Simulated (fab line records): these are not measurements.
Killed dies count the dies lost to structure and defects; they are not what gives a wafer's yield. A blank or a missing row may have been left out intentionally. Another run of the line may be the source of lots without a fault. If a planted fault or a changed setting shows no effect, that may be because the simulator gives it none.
A lot that was struck, set against a sound lot	flow sky130	15 out of 708 route steps
Sound: these wafers, L865.1, L865.2, L865.5. Struck: wafers L860.1, L860.2, L860.5. At the end, the cause is stated.
Per side, at each step with rows, come the tool, then ch with its chambers, and then its first start. Under that, the readings that differ: sound wafers	struck wafers	difference of the means	sigmas: that difference in standard deviations of wafers without a fault.
alike: same words and numbers on both sides, and readings whose means sit less than 2 such deviations apart. not compared: any withheld reading, any reading some wafer has no value for, any bound like >300 that may hide the same value, and any number with overlapping values for which the record gives no deviation.
Wherever a step has rows on one side only, a row that says differs or no value, or a row with sigmas, the two part there. Numbers that don't overlap but have no deviation are shown without sigmas and don't part them. A reading missing from all wafers of one side parts the sides only when that side holds two or more wafers.

first, 7 steps without rows for these wafers: SKY_POLY_GATE_HMDS_06 (prime time 60 s); SKY_POLY_GATE_COAT_07 (resist thk 110 nm); SKY_POLY_GATE_COAT_08 (resist thk 450 nm); SKY_POLY_GATE_SOFTBAKE_09 (time 90 s); SKY_POLY_GATE_EXPOSE_10 (exposes mask P1M, target cd 150 nm); SKY_POLY_GATE_PEB_11; SKY_POLY_GATE_DEVELOP_12 (develop time 60 s).
SKY_POLY_GATE_CD_MEAS_13: the cd target is 150 nm.
  sound on cd-sem-02 at day 21 04:42; struck on cd-sem-02 at day 18 20:24
  alike: cd-nm
SKY_POLY_GATE_OVL_MEAS_14:
  sound on overlay-02 at day 21 04:49; struck on overlay-01 at day 18 20:31
  alike: POLY_GATE_OVL
SKY_POLY_GATE_ETCH_15: etches BARC in N2/H2, stops on SiO2, time 118.5 s, target depth 110 nm.
  sound on rie-diel-01 ch 2,3, day 21 04:52; struck on rie-diel-01 ch 1,2, day 18 20:34
  alike: drypump-motor-current-A, oes-product-au, throttle-valve-pct
  not compared: rf-hours-counter-h
SKY_POLY_GATE_ETCH_16: etches Si3N4 in CH3F/O2, stops on poly-Si, time 147.5 s, target depth 75 nm.
  sound on rie-diel-01 ch 2,3, day 21 04:56; struck on rie-diel-01 ch 1,2, day 18 20:38
  alike: ch3f-flow-sccm, drypump-motor-current-A, oes-product-au, throttle-valve-pct
  not compared: rf-hours-counter-h
SKY_POLY_GATE_ETCH_17: etches poly-Si in HBr/Cl2, stops on SiO2, target depth 180 nm, time 70.5 s.
  sound on rie-si-01 ch 0,1,2, day 21 05:02; struck on rie-si-02 ch 0,1,2, day 18 20:44
  alike: drypump-motor-current-A, oes-product-au, throttle-valve-pct
  not compared: rf-hours-counter-h
SKY_POLY_GATE_STRIP_18: strips in O2/N2.
  sound on plasma-asher-04 ch 0,1, day 21 05:06; struck on plasma-asher-04 ch 0,1, day 18 20:48
  no value came back on the struck wafers for chamber-pressure-mTorr (mTorr), drypump-motor-current-A (A), oes-product-au (a.u.), strip-time-to-endpoint-s (s); on the sound wafers chamber-pressure-mTorr (mTorr) reads 1498.5 1497.0 1500.5
reading	sound	struck	difference	sigmas
model.KrF-thick_of_POLY_GATE_COAT_08.thk-nm (nm)	0 0 0	141.8 139.9 140.2	+140.6	
model.BARC_of_POLY_GATE_COAT_07.thk-nm (nm)	0 0 0	110.2 110.1 110.2	+110.2	
  not compared: rf-hours-counter-h
then, 1 step without rows for these wafers: SKY_POLY_GATE_CLEAN_19 (cleans in SC1/SC2, time 150 s).
-- the record jumps here: 29 days lie between the struck wafers' starts before and after (it left off in module POLY_GATE and takes up again in module PAD_OPEN, whose first step shown is number 708 of the route) --
SKY_PAD_OPEN_PROBE_99:
  sound on prober-02 at day 49 05:56; struck on prober-01 at day 47 19:43
reading	sound	struck	difference	sigmas
killed-at-front-end	14 18 10	433 424 426	+414	+96
killed-dies	81 87 73	492 492 492	+412	+42
killed-on-rim	15 20 12	96 96 96	+80	+19
  alike: killed_at_M0_to_M3, killed_at_M4_up, killed-at-contacts, killed-at-other, killed-open, killed-short

WHERE THEY PART
First at SKY_POLY_GATE_STRIP_18; last, within this record, at SKY_PAD_OPEN_PROBE_99.

WHY: what had been put in by the simulator
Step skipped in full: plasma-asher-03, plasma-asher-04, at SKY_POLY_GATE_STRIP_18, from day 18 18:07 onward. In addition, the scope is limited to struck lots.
